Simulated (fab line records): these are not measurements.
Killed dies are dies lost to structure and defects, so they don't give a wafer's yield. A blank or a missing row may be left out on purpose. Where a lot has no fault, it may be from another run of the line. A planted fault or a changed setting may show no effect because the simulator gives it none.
A lot that was struck, set against a sound lot ; flow sky130 ; 19 steps out of a route of 708
Sound: these wafers, L999.1, L999.3, L999.4. Struck: wafers L103.1, L103.4, L103.5. Last of all comes the cause.
For every step that has rows: the tool of each side, followed by ch and its chambers, followed by its first start. Under that, the readings that differ: sound wafers ; struck wafers ; difference of the means ; sigmas: that difference in standard deviations of wafers without a fault.
alike: a reading whose means differ by less than 2 such deviations, as well as words and numbers matching on both sides. not compared: withheld readings; readings where some wafer has no value; bounds like >300 that might hide an equal value; numbers whose values overlap and for which the record gives no deviation.
A row with sigmas, a row that says differs or no value, or rows on one side alone: a step with any of these is where the two part. When numbers do not overlap yet have no deviation, they are printed without sigmas and do not part them. Lack of a reading on every wafer of one side parts them only where that side has two or more wafers.

first, 5 steps without rows for these wafers: SKY_SD_P_COAT_02 (resist thk 1140 nm); SKY_SD_P_SOFTBAKE_03 (time 60 s); SKY_SD_P_EXPOSE_04 (exposes mask PSDM, target cd 380 nm); SKY_SD_P_PEB_05; SKY_SD_P_DEVELOP_06 (develop time 60 s).
SKY_SD_P_CD_MEAS_07 targets a cd of 380 nm.
  sound on cd sem-02, day 28 00:47; struck on cd sem-02, day 29 05:43
  alike: cd nm
SKY_SD_P_OVL_MEAS_08:
  sound on overlay-01, day 28 00:55; struck on overlay-02, day 29 05:50
  alike: SD_P_OVL
after that, 1 step had no rows for these wafers: SKY_SD_P_IMPLANT_09.
SKY_SD_P_STRIP_10: strips in O2/N2.
  sound on plasma asher-02 ch 0,1, day 28 01:06; struck on plasma asher-03 ch 0,1, day 29 06:01
  alike: drypump motor current A, oes product au, strip time to endpoint s
  not compared: rf hours counter h
SKY_SD_P_TW_MEAS_11:
  sound on film metro-02, day 28 01:12; struck on film metro-03, day 29 06:07
reading;sound;struck;difference;sigmas
SD_P_TW;2791 2791 2797;2845 2833 2845;+48;+2
then, 2 steps without rows for these wafers: SKY_RES_XHIGH_DEHYDRATE_00 (time 60 s); SKY_RES_XHIGH_HMDS_01 (prime time 60 s).
SKY_RES_XHIGH_COAT_02: resist thk 1140 nm.
  sound on litho track-01 ch 0, day 28 14:37; struck on litho track-04 ch 0, day 29 21:25
reading;sound;struck;difference;sigmas
spin speed rpm (rpm);2999.3 2995.9 2997.1;3067.7 3070.3 3071.1;+72.3;+30
  not compared: model.NOVOLAK_of_RES_XHIGH_COAT_02.thk nm
then, 3 steps without rows for these wafers: SKY_RES_XHIGH_SOFTBAKE_03 (time 60 s); SKY_RES_XHIGH_EXPOSE_04 (exposes mask URPM, target cd 1270 nm); SKY_RES_XHIGH_PEB_05.
SKY_RES_XHIGH_DEVELOP_06: develop time 60 s.
  sound on litho track-03 ch 0, day 29 02:50; struck on litho track-04 ch 0, day 30 10:52
  not compared: model.NOVOLAK_of_RES_XHIGH_COAT_02.thk nm
after that, 1 step had no rows for these wafers: SKY_RES_XHIGH_IMPLANT_07.
-- record jumps: 18 days separate the struck wafers' starts on either side; left off in module RES_XHIGH, taken up again in module PAD_OPEN, whose first shown step is the route's number 708 --
SKY_PAD_OPEN_PROBE_99:
  record: rows for the struck wafers here (prober-01, day 48 14:21), none for the sound ones

WHERE THEY PART
Last at SKY_PAD_OPEN_PROBE_99 as far as this record goes, first at SKY_SD_P_TW_MEAS_11.

WHY: what had been put in by the simulator
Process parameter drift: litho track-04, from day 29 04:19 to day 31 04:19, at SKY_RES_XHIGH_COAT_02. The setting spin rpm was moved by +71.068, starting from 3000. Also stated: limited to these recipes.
